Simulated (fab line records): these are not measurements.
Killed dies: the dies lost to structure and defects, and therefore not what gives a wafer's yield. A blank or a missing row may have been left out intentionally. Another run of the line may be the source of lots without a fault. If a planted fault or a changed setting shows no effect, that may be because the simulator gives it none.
fab line records / flow sky130 / part 2 of 2: steps 46 to 46 of 46
record lots=5 wafers=15 lastDay=50
route steps=708 shown METAL3@563 VIA3@573 METAL4@598 CAP2M@603 VIA4@642 PAD_OPEN@707
lots with no fault: from the same line, run without faults
startH: hours from the record's first day to the start of the lot's first wafer shown / waitH: time in hours since the lot's previous step / " as in the row above / L1.1+2: a single row standing in for several wafers / - no value present, or no start provided / * or withheld: withheld / < > ~ a bound
route shown NAME@n: NAME is a module with steps in the file, n the number in the route of the first one / usual: mean and standard deviation over wafers with no fault / same: alike in all rows / chamber/n: place in a boat / sites: readings site by site / _std_site: the standard deviation of these / _edge_site: mean of outer sites minus mean of inner sites / radiusMm: for every site, how far away it sits from the centre of the wafer / mask NAME#n: copy n / behind: the tool/chamber that last shaped the wafer / hold: cause of the lot's hold/its duration in hours/its outcome / device: the transistor (n, p or np) that didn't switch / end of line: tests of these same wafers at the route's end / a step without rows: its recipe alone / killed: dies lost to structure and defects at the first sort, not the wafer's yield / map: a wafer's dies, x killed, . not, _ none there
set.NAME: the setting the step ran with; set.NAME@STEP: the setting that earlier step ran with / model.NAME: the simulator's own value behind a step, which no gauge read
lots at selected steps of the route; one table per step, one row per wafer
services: a tool's chamber out of use, with start hour (startH, from the record's first day; less than 0 if before it), hours out, and reason
## steps
# step SKY_PAD_OPEN_PROBE_99
# usual defectLimitedYield=82.1/1.8 killed_at_M0_to_M3=44/6.2 killed_at_M4_up=3.3/1.8 killedAtContacts=25/5.8 killedAtFrontEnd=15/4 killedAtOther=0.3/0.49 killedDies=88/8.8 killedOpen=48/6.5 killedShort=39/6.3
# same grossDies=492 killedAtBackSide=0
lot.wafer=L313.2 tool=prober-02 chamber=- startH=1084.16 waitH=0.1 defectLimitedYield[%]=79.5 killed_at_M0_to_M3=49 killed_at_M4_up=8 killedAtContacts=23 killedAtFrontEnd=21 killedAtOther=0 killedDies=101 killedOpen=47 killedShort=54 model.etest.tester.sortNPass=391 model.etest.tester.sortYieldPct=79.47 model.etest.tester.sort_bin_5_pct=13.01 model.etest.resPdiffHv.open=0 model.etest.tip_n_5v.open=0 model.etest.capPolyToWell.open=0 model.etest.polyComb.underFloor=0 model.etest.nfet_16v.open=0
lot.wafer=L313.4 tool=prober-02 chamber=- startH=1084.26 waitH=0.2 defectLimitedYield[%]=81.9 killed_at_M0_to_M3=41 killed_at_M4_up=3 killedAtContacts=24 killedAtFrontEnd=20 killedAtOther=1 killedDies=89 killedOpen=58 killedShort=31 model.etest.tester.sortNPass=403 model.etest.tester.sortYieldPct=81.91 model.etest.tester.sort_bin_5_pct=10.57 model.etest.resPdiffHv.open=0 model.etest.tip_n_5v.open=0 model.etest.capPolyToWell.open=0 model.etest.polyComb.underFloor=0 model.etest.nfet_16v.open=0
lot.wafer=L313.6 tool=prober-02 chamber=- startH=1084.36 waitH=0.2 defectLimitedYield[%]=84.1 killed_at_M0_to_M3=45 killed_at_M4_up=1 killedAtContacts=24 killedAtFrontEnd=8 killedAtOther=0 killedDies=78 killedOpen=40 killedShort=38 model.etest.tester.sortNPass=414 model.etest.tester.sortYieldPct=84.15 model.etest.tester.sort_bin_5_pct=9.553 model.etest.resPdiffHv.open=0 model.etest.tip_n_5v.open=0 model.etest.capPolyToWell.open=0 model.etest.polyComb.underFloor=0 model.etest.nfet_16v.open=0
lot.wafer=L315.2 tool=prober-01 chamber=- startH=1096.95 waitH=0.1 defectLimitedYield[%]=82.1 killed_at_M0_to_M3=50 killed_at_M4_up=3 killedAtContacts=19 killedAtFrontEnd=16 killedAtOther=0 killedDies=88 killedOpen=41 killedShort=47 model.etest.tester.sortNPass=404 model.etest.tester.sortYieldPct=82.11 model.etest.tester.sort_bin_5_pct=8.943 model.etest.resPdiffHv.open=0 model.etest.tip_n_5v.open=0 model.etest.capPolyToWell.open=0 model.etest.polyComb.underFloor=0 model.etest.nfet_16v.open=0
lot.wafer=L315.4 tool=prober-01 chamber=- startH=1097.05 waitH=0.2 defectLimitedYield[%]=87.4 killed_at_M0_to_M3=28 killed_at_M4_up=4 killedAtContacts=18 killedAtFrontEnd=10 killedAtOther=2 killedDies=62 killedOpen=40 killedShort=22 model.etest.tester.sortNPass=0 model.etest.tester.sortYieldPct=0 model.etest.tester.sort_bin_5_pct=95.21 model.etest.resPdiffHv.open=1 model.etest.tip_n_5v.open=1 model.etest.capPolyToWell.open=1 model.etest.polyComb.underFloor=1 model.etest.nfet_16v.open=1
lot.wafer=L315.5 tool=prober-01 chamber=- startH=1097.10 waitH=0.2 defectLimitedYield[%]=82.7 killed_at_M0_to_M3=45 killed_at_M4_up=5 killedAtContacts=24 killedAtFrontEnd=11 killedAtOther=0 killedDies=85 killedOpen=46 killedShort=39 model.etest.tester.sortNPass=0 model.etest.tester.sortYieldPct=0 model.etest.tester.sort_bin_5_pct=93.41 model.etest.resPdiffHv.open=1 model.etest.tip_n_5v.open=1 model.etest.capPolyToWell.open=1 model.etest.polyComb.underFloor=1 model.etest.nfet_16v.open=1
lot.wafer=L328.1 tool=prober-02 chamber=- startH=1182.67 waitH=0.1 defectLimitedYield[%]=82.3 killed_at_M0_to_M3=49 killed_at_M4_up=2 killedAtContacts=24 killedAtFrontEnd=11 killedAtOther=1 killedDies=87 killedOpen=48 killedShort=39 model.etest.tester.sortNPass=405 model.etest.tester.sortYieldPct=82.32 model.etest.tester.sort_bin_5_pct=11.79 model.etest.resPdiffHv.open=0 model.etest.tip_n_5v.open=0 model.etest.capPolyToWell.open=0 model.etest.polyComb.underFloor=0 model.etest.nfet_16v.open=0
lot.wafer=L328.2 tool=prober-02 chamber=- startH=1182.72 waitH=0.1 defectLimitedYield[%]=80.1 killed_at_M0_to_M3=46 killed_at_M4_up=5 killedAtContacts=23 killedAtFrontEnd=23 killedAtOther=1 killedDies=98 killedOpen=60 killedShort=35 model.etest.tester.sortNPass=394 model.etest.tester.sortYieldPct=80.08 model.etest.tester.sort_bin_5_pct=11.99 model.etest.resPdiffHv.open=0 model.etest.tip_n_5v.open=0 model.etest.capPolyToWell.open=0 model.etest.polyComb.underFloor=0 model.etest.nfet_16v.open=0
lot.wafer=L328.6 tool=prober-02 chamber=- startH=1182.92 waitH=0.2 defectLimitedYield[%]=83.3 killed_at_M0_to_M3=43 killed_at_M4_up=3 killedAtContacts=26 killedAtFrontEnd=10 killedAtOther=0 killedDies=82 killedOpen=42 killedShort=39 model.etest.tester.sortNPass=410 model.etest.tester.sortYieldPct=83.33 model.etest.tester.sort_bin_5_pct=9.553 model.etest.resPdiffHv.open=0 model.etest.tip_n_5v.open=0 model.etest.capPolyToWell.open=0 model.etest.polyComb.underFloor=0 model.etest.nfet_16v.open=0
lot.wafer=L334.1 tool=prober-02 chamber=- startH=1199.87 waitH=0.1 defectLimitedYield[%]=82.9 killed_at_M0_to_M3=36 killed_at_M4_up=3 killedAtContacts=32 killedAtFrontEnd=13 killedAtOther=0 killedDies=84 killedOpen=53 killedShort=31 model.etest.tester.sortNPass=408 model.etest.tester.sortYieldPct=82.93 model.etest.tester.sort_bin_5_pct=10.16 model.etest.resPdiffHv.open=0 model.etest.tip_n_5v.open=0 model.etest.capPolyToWell.open=0 model.etest.polyComb.underFloor=0 model.etest.nfet_16v.open=0
lot.wafer=L334.2 tool=prober-02 chamber=- startH=1199.92 waitH=0.1 defectLimitedYield[%]=81.5 killed_at_M0_to_M3=37 killed_at_M4_up=2 killedAtContacts=34 killedAtFrontEnd=18 killedAtOther=0 killedDies=91 killedOpen=44 killedShort=46 model.etest.tester.sortNPass=401 model.etest.tester.sortYieldPct=81.5 model.etest.tester.sort_bin_5_pct=10.37 model.etest.resPdiffHv.open=0 model.etest.tip_n_5v.open=0 model.etest.capPolyToWell.open=0 model.etest.polyComb.underFloor=0 model.etest.nfet_16v.open=0
lot.wafer=L334.3 tool=prober-02 chamber=- startH=1199.97 waitH=0.2 defectLimitedYield[%]=83.1 killed_at_M0_to_M3=51 killed_at_M4_up=1 killedAtContacts=16 killedAtFrontEnd=15 killedAtOther=0 killedDies=83 killedOpen=47 killedShort=36 model.etest.tester.sortNPass=409 model.etest.tester.sortYieldPct=83.13 model.etest.tester.sort_bin_5_pct=10.16 model.etest.resPdiffHv.open=0 model.etest.tip_n_5v.open=0 model.etest.capPolyToWell.open=0 model.etest.polyComb.underFloor=0 model.etest.nfet_16v.open=0
lot.wafer=L335.2 tool=prober-02 chamber=- startH=1204.32 waitH=0.1 defectLimitedYield[%]=79.3 killed_at_M0_to_M3=51 killed_at_M4_up=7 killedAtContacts=27 killedAtFrontEnd=17 killedAtOther=0 killedDies=102 killedOpen=58 killedShort=42 model.etest.tester.sortNPass=390 model.etest.tester.sortYieldPct=79.27 model.etest.tester.sort_bin_5_pct=12.4 model.etest.resPdiffHv.open=0 model.etest.tip_n_5v.open=0 model.etest.capPolyToWell.open=0 model.etest.polyComb.underFloor=0 model.etest.nfet_16v.open=0
lot.wafer=L335.3 tool=prober-02 chamber=- startH=1204.37 waitH=0.2 defectLimitedYield[%]=79.3 killed_at_M0_to_M3=46 killed_at_M4_up=2 killedAtContacts=38 killedAtFrontEnd=16 killedAtOther=0 killedDies=102 killedOpen=54 killedShort=47 model.etest.tester.sortNPass=390 model.etest.tester.sortYieldPct=79.27 model.etest.tester.sort_bin_5_pct=11.79 model.etest.resPdiffHv.open=0 model.etest.tip_n_5v.open=0 model.etest.capPolyToWell.open=0 model.etest.polyComb.underFloor=0 model.etest.nfet_16v.open=0
lot.wafer=L335.6 tool=prober-02 chamber=- startH=1204.52 waitH=0.2 defectLimitedYield[%]=82.9 killed_at_M0_to_M3=39 killed_at_M4_up=2 killedAtContacts=31 killedAtFrontEnd=12 killedAtOther=0 killedDies=84 killedOpen=48 killedShort=34 model.etest.tester.sortNPass=408 model.etest.tester.sortYieldPct=82.93 model.etest.tester.sort_bin_5_pct=9.35 model.etest.resPdiffHv.open=0 model.etest.tip_n_5v.open=0 model.etest.capPolyToWell.open=0 model.etest.polyComb.underFloor=0 model.etest.nfet_16v.open=0
# killed by level:class
L313.2 CONTACT:geometricParticle:open=11 VIA1:geometricParticle:open=9 METAL2:geometricParticle:short=8 VIA3:geometricParticle:open=8 FIELD_ISO:geometricParticle:short=7 VIA1:geometricParticle:short=6 METAL3:geometricParticle:short=6 METAL4:geometricParticle:short=5
L313.4 CONTACT:geometricParticle:open=13 VIA1:geometricParticle:open=11 FIELD_ISO:geometricParticle:open=7 LI_CONTACT:geometricParticle:open=6 VIA2:geometricParticle:short=6 VIA2:geometricParticle:open=5 VIA3:geometricParticle:open=5 POLY_GATE:geometricParticle:short=4
L313.6 VIA1:geometricParticle:open=13 LI_CONTACT:geometricParticle:open=6 METAL2:geometricParticle:short=6 LOCAL_INTERCONNECT:geometricParticle:short=6 CONTACT:geometricParticle:open=6 VIA2:geometricParticle:open=6 METAL1:geometricParticle:short=5 CONTACT:geometricParticle:short=4
L315.2 VIA2:geometricParticle:open=10 METAL2:geometricParticle:short=9 CONTACT:geometricParticle:open=7 VIA1:geometricParticle:short=7 FIELD_ISO:geometricParticle:short=6 LI_CONTACT:geometricParticle:open=6 METAL1:geometricParticle:short=6 POLY_GATE:geometricParticle:short=4
L315.4 CONTACT:geometricParticle:open=7 VIA1:geometricParticle:open=7 VIA3:geometricParticle:open=6 LI_CONTACT:geometricParticle:open=6 VIA2:geometricParticle:open=4 METAL4:geometricParticle:short=3 SONOS_ONO:geometricParticle:open=2 POLY_GATE:geometricParticle:short=2
L315.5 VIA2:geometricParticle:open=14 LI_CONTACT:geometricParticle:open=7 CONTACT:geometricParticle:short=7 METAL2:geometricParticle:short=7 VIA1:geometricParticle:open=5 CONTACT:geometricParticle:open=4 METAL4:geometricParticle:short=4 POLY_GATE:geometricParticle:open=3
L328.1 VIA1:geometricParticle:open=16 CONTACT:geometricParticle:open=9 VIA2:geometricParticle:open=7 METAL1:geometricParticle:short=7 METAL2:geometricParticle:short=6 CONTACT:geometricParticle:short=5 LOCAL_INTERCONNECT:geometricParticle:short=5 POLY_GATE:geometricParticle:short=4
L328.2 VIA2:geometricParticle:open=10 VIA3:geometricParticle:open=10 CONTACT:geometricParticle:open=9 FIELD_ISO:geometricParticle:open=7 POLY_GATE:geometricParticle:open=7 METAL2:geometricParticle:short=6 LI_CONTACT:geometricParticle:open=6 VIA1:geometricParticle:open=6
L328.6 LI_CONTACT:geometricParticle:open=10 VIA3:geometricParticle:open=9 CONTACT:geometricParticle:open=7 CONTACT:geometricParticle:short=6 VIA2:geometricParticle:short=5 VIA1:geometricParticle:short=5 METAL1:geometricParticle:short=4 VIA1:geometricParticle:open=4
L334.1 CONTACT:geometricParticle:open=14 VIA1:geometricParticle:open=9 CONTACT:geometricParticle:short=7 VIA3:geometricParticle:open=6 LI_CONTACT:geometricParticle:open=5 FIELD_ISO:geometricParticle:open=4 FIELD_ISO:geometricParticle:short=4 VIA1:geometricParticle:short=4
L334.2 CONTACT:geometricParticle:open=12 VIA1:geometricParticle:open=9 LI_CONTACT:geometricParticle:open=8 CONTACT:geometricParticle:short=8 VIA1:geometricParticle:short=6 FIELD_ISO:geometricParticle:short=5 POLY_GATE:geometricParticle:short=5 METAL3:geometricParticle:short=5
L334.3 VIA2:geometricParticle:open=10 VIA1:geometricParticle:open=9 FIELD_ISO:geometricParticle:open=7 METAL2:geometricParticle:short=7 CONTACT:geometricParticle:open=6 METAL1:geometricParticle:short=6 VIA3:geometricParticle:open=6 VIA1:geometricParticle:short=5
L335.2 VIA1:geometricParticle:open=12 VIA2:geometricParticle:open=12 CONTACT:geometricParticle:open=11 METAL1:geometricParticle:short=7 METAL4:geometricParticle:short=6 POLY_GATE:geometricParticle:open=6 VIA3:geometricParticle:open=6 LI_CONTACT:geometricParticle:open=5
L335.3 CONTACT:geometricParticle:open=17 VIA1:geometricParticle:open=10 VIA1:geometricParticle:short=8 METAL2:geometricParticle:short=7 POLY_GATE:geometricParticle:open=6 CONTACT:geometricParticle:short=6 LI_CONTACT:geometricParticle:short=6 LI_CONTACT:geometricParticle:open=6
L335.6 VIA1:geometricParticle:open=11 CONTACT:geometricParticle:open=10 LI_CONTACT:geometricParticle:open=9 VIA1:geometricParticle:short=9 VIA2:geometricParticle:open=6 CONTACT:geometricParticle:short=6 POLY_GATE:geometricParticle:short=4 VIA3:geometricParticle:open=4
## services
tool=pvdSputter-01 chamber=- startH=897.33 hours=13.1 kind=repair
tool=pvdSputter-01 chamber=- startH=910.19 hours=7.6 kind=repair
tool=cmp-02 chamber=- startH=912.00 hours=4.0 kind=pm
tool=cmp-02 chamber=- startH=914.44 hours=0.7 kind=repair
tool=cmp-02 chamber=- startH=917.88 hours=1.2 kind=repair
tool=rieDiel-02 chamber=- startH=917.93 hours=14.6 kind=pm
tool=pvdSputter-03 chamber=- startH=923.17 hours=8.9 kind=repair
tool=cmp-01 chamber=- startH=935.19 hours=0.8 kind=repair
tool=rieDiel-02 chamber=- startH=938.85 hours=0.2 kind=repair
tool=pvdSputter-04 chamber=- startH=942.93 hours=7.2 kind=repair
tool=cmp-02 chamber=- startH=954.66 hours=7.7 kind=pm
tool=rieMetal-02 chamber=0 startH=959.34 hours=4.4 kind=repair
tool=pvdSputter-04 chamber=- startH=999.38 hours=3.8 kind=repair
tool=rieDiel-02 chamber=2 startH=1007.17 hours=10.1 kind=repair
tool=rieDiel-02 chamber=1 startH=1012.88 hours=3.3 kind=repair
tool=pvdSputter-03 chamber=- startH=1016.93 hours=3.4 kind=repair
tool=plasmaAsher-04 chamber=- startH=1019.44 hours=3.3 kind=repair
tool=cmp-02 chamber=- startH=1024.94 hours=0.8 kind=repair
tool=cmp-02 chamber=- startH=1046.24 hours=1.1 kind=repair
tool=cmp-02 chamber=- startH=1062.78 hours=1.8 kind=repair
tool=cmp-02 chamber=- startH=1070.35 hours=1.3 kind=repair
tool=cmp-02 chamber=- startH=1075.74 hours=9.2 kind=repair
tool=cmp-02 chamber=- startH=1083.93 hours=1.8 kind=repair
tool=rieDiel-02 chamber=1 startH=1090.37 hours=2.0 kind=repair
## key
firstSign step=SKY_VIA3_BOW_MEAS_03 reading=VIA3_BOW direction=up sigmas=3.1 usual=77 struck=101
effect step=SKY_VIA3_ETCH_15 reading=oesProductAu direction=up sigmas=13 usual=0.946 struck=1.007
effect step=SKY_VIA4_BOW_MEAS_03 reading=VIA4_BOW direction=up sigmas=3 usual=79 struck=105
effect step=SKY_PAD_OPEN_BOW_MEAS_13 reading=PAD_OPEN_BOW direction=up sigmas=2.8 usual=46 struck=70
modelEffect step=SKY_VIA3_CMP_02 value=SiO2_of_VIA3_HDPCVD_00.thkNm without=465.8 struck=882
modelEffect step=SKY_VIA3_ETCH_15 value=etch.depthNm without=465.8 struck=513.2
modelEffect step=SKY_METAL4_METAL_ETCH_18 value=SiO2_of_VIA3_HDPCVD_00.thkNm without=435.8 struck=852
modelEffect step=SKY_PAD_OPEN_PROBE_99 value=etest.tester.sortNPass without=418.5 struck=0
metAt SKY_VIA3_CMP_02
struckWafers L315.4,L315.5
onsetBetween 914.67 926.29
fault kind=processParameterDrift tool=cmp-01 chamber=0 onsetH=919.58 steps=SKY_VIA3_CMP_02 channel=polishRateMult offset=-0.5 shape=step endH=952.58
